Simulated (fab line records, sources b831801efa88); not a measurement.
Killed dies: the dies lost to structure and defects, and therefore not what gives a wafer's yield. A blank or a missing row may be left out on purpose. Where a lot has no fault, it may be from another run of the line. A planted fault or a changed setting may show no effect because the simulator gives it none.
Chamber matching + flow gf180mcu + GF_V2_CMP_26 on cmp-01: 4 sister chambers
The step polishes, stops on SiO2, t overpolish 15 s, target thk 0 nm. 8 wafers are shown with their chamber, then 6 later ones without.

## WAFERS WITH THEIR CHAMBER
| wafer  | chamber | motor-current-A (A) | time-to-endpoint-s (s) |
|--------|---------|---------------------|------------------------|
| L666.6 | 3       | 10.1                | 89.5                   |
| L671.2 | 1       | 11.0                | 84.8                   |
| L682.1 | 0       | 10.1                | 81.3                   |
| L682.2 | 2       | 10.9                | 84.0                   |
| L682.3 | 3       | 10.2                | 87.1                   |
| L683.1 | 1       | 11.2                | 82.9                   |
| L683.2 | 2       | 11.4                | 81.8                   |
| L683.4 | 0       | 10.4                | 79.1                   |

## WAFERS WITH NO CHAMBER GIVEN
| wafer  | motor-current-A (A) | time-to-endpoint-s (s) |
|--------|---------------------|------------------------|
| L685.2 | 10.6                | 81.4                   |
| L685.4 | 11.6                | 78.7                   |
| L685.5 | 10.5                | 84.2                   |
| L686.4 | 11.1                | 80.8                   |
| L686.5 | 10.8                | 82.2                   |
| L686.6 | 9.7                 | 78.6                   |

## WHICH CHAMBER EACH ONE RAN IN
| wafer  | from the rows above               | in truth |
|--------|-----------------------------------|----------|
| L685.2 | can't be placed: 0 or 2 or 1      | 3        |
| L685.4 | can't be placed: 2 or 1           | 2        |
| L685.5 | can't be placed: 1 or 0 or 2 or 3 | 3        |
| L686.4 | can't be placed: 2 or 1           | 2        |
| L686.5 | can't be placed: 2 or 1 or 0      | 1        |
| L686.6 | 0                                 | 0        |
Placed correctly: 1 of 6. Unplaceable from these rows: 5, with the true chamber sitting among the candidates in 4. Number placed wrongly: 0.
How it was worked out, from the rows above alone: a wafer's distance from a chamber is the root of the sum, over the readings, of the square of ((its reading less the chamber's mean) divided by the reading's scatter). If the next closest chamber is less than 2 further off than the closest, the wafer can't be placed; otherwise it belongs to the closest. For every chamber, the mean is computed from those of its wafers that are shown. How the scatter is found: for the shown wafers, subtract from each reading the mean of its chamber, square and add these, divide the total by (wafers less chambers), then take the root.
